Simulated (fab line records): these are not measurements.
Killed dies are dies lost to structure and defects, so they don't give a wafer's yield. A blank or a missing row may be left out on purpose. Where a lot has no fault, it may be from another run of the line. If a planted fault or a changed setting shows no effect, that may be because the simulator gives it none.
Which of the tools did it? || flow gf180mcu || 33 wafers from 11 lots sampled at 2 of the route's 602 steps

WHAT THE GAUGES SHOWED, per wafer
GF_SALICIDE_THK_MEAS_05: measures by xrf.
{"lot": "L818", "measured": "day 15 21:43", "on": "film-metro-02", "SALICIDE_TIN_THK (nm)": "18.7 18.2 18.1"}
{"lot": "L820", "measured": "day 16 19:25", "on": "film-metro-03", "SALICIDE_TIN_THK (nm)": "18.9 19.3 19.2"}
{"lot": "L821", "measured": "day 17 02:35", "on": "film-metro-01", "SALICIDE_TIN_THK (nm)": "19.2 19.1 19.4"}
{"lot": "L822", "measured": "day 17 10:23", "on": "film-metro-03", "SALICIDE_TIN_THK (nm)": "19.1 19.3 19.6"}
{"lot": "L823", "measured": "day 17 18:58", "on": "film-metro-03", "SALICIDE_TIN_THK (nm)": "18.5 18.4 18.8"}
{"lot": "L824", "measured": "day 18 01:59", "on": "film-metro-02", "SALICIDE_TIN_THK (nm)": "18.8 18.9 18.4"}
{"lot": "L831", "measured": "day 20 15:50", "on": "film-metro-01", "SALICIDE_TIN_THK (nm)": "18.7 18.7 18.6"}
{"lot": "L833", "measured": "day 21 06:24", "on": "film-metro-02", "SALICIDE_TIN_THK (nm)": "18.8 19.5 19.1"}
{"lot": "L834", "measured": "day 21 19:14", "on": "film-metro-01", "SALICIDE_TIN_THK (nm)": "18.8 18.8 19.0"}
{"lot": "L837", "measured": "day 22 17:16", "on": "film-metro-02", "SALICIDE_TIN_THK (nm)": "18.5 18.3 18.7"}
{"lot": "L839", "measured": "day 23 02:38", "on": "film-metro-03", "SALICIDE_TIN_THK (nm)": "18.5 18.4 18.8"}

TOOL THAT RAN EACH LOT (tool first, then ch and the chambers of the sampled wafers, then the start)
{"lot": "L818", "GF_SAB_STRIP_13": "plasma-asher-03 ch 0,1, day 15 21:22"}
{"lot": "L820", "GF_SAB_STRIP_13": "plasma-asher-04 ch 0,1, day 16 19:04"}
{"lot": "L821", "GF_SAB_STRIP_13": "plasma-asher-04 ch 0,1, day 17 02:13"}
{"lot": "L822", "GF_SAB_STRIP_13": "plasma-asher-03 ch 1, day 17 10:01"}
{"lot": "L823", "GF_SAB_STRIP_13": "plasma-asher-04 ch 0,1, day 17 18:37"}
{"lot": "L824", "GF_SAB_STRIP_13": "plasma-asher-03 ch 0,1, day 18 01:34"}
{"lot": "L831", "GF_SAB_STRIP_13": "plasma-asher-04 ch 0,1, day 20 15:28"}
{"lot": "L833", "GF_SAB_STRIP_13": "plasma-asher-02 ch 0,1, day 21 06:02"}
{"lot": "L834", "GF_SAB_STRIP_13": "plasma-asher-03 ch 0,1, day 21 18:51"}
{"lot": "L837", "GF_SAB_STRIP_13": "plasma-asher-03 ch 1, day 22 16:54"}
{"lot": "L839", "GF_SAB_STRIP_13": "plasma-asher-03 ch 1, day 23 02:13"}
- GF_SAB_STRIP_13: strips in O2/N2.

THE ANSWER, worked out from the rows above alone
Rule: the lots themselves supply what counts as usual. The widest of any qualifying gaps counts: lots, ordered by their means at a reading, are off when they make up no more than a third of the lots, leave a main group of 4 or more, and stand apart from it by 3 or more times the standard deviation of that group's means. If all means in a main group match to the digits the tables above print for the reading, that group is not used. A lot without any number at a reading at which 4 lots or more have one is off too. Any other lot the step has rows for is counted as sound.
None of the lots is off at any reading shown; this tells nothing.

WHAT THE SIMULATOR HAD PUT IN
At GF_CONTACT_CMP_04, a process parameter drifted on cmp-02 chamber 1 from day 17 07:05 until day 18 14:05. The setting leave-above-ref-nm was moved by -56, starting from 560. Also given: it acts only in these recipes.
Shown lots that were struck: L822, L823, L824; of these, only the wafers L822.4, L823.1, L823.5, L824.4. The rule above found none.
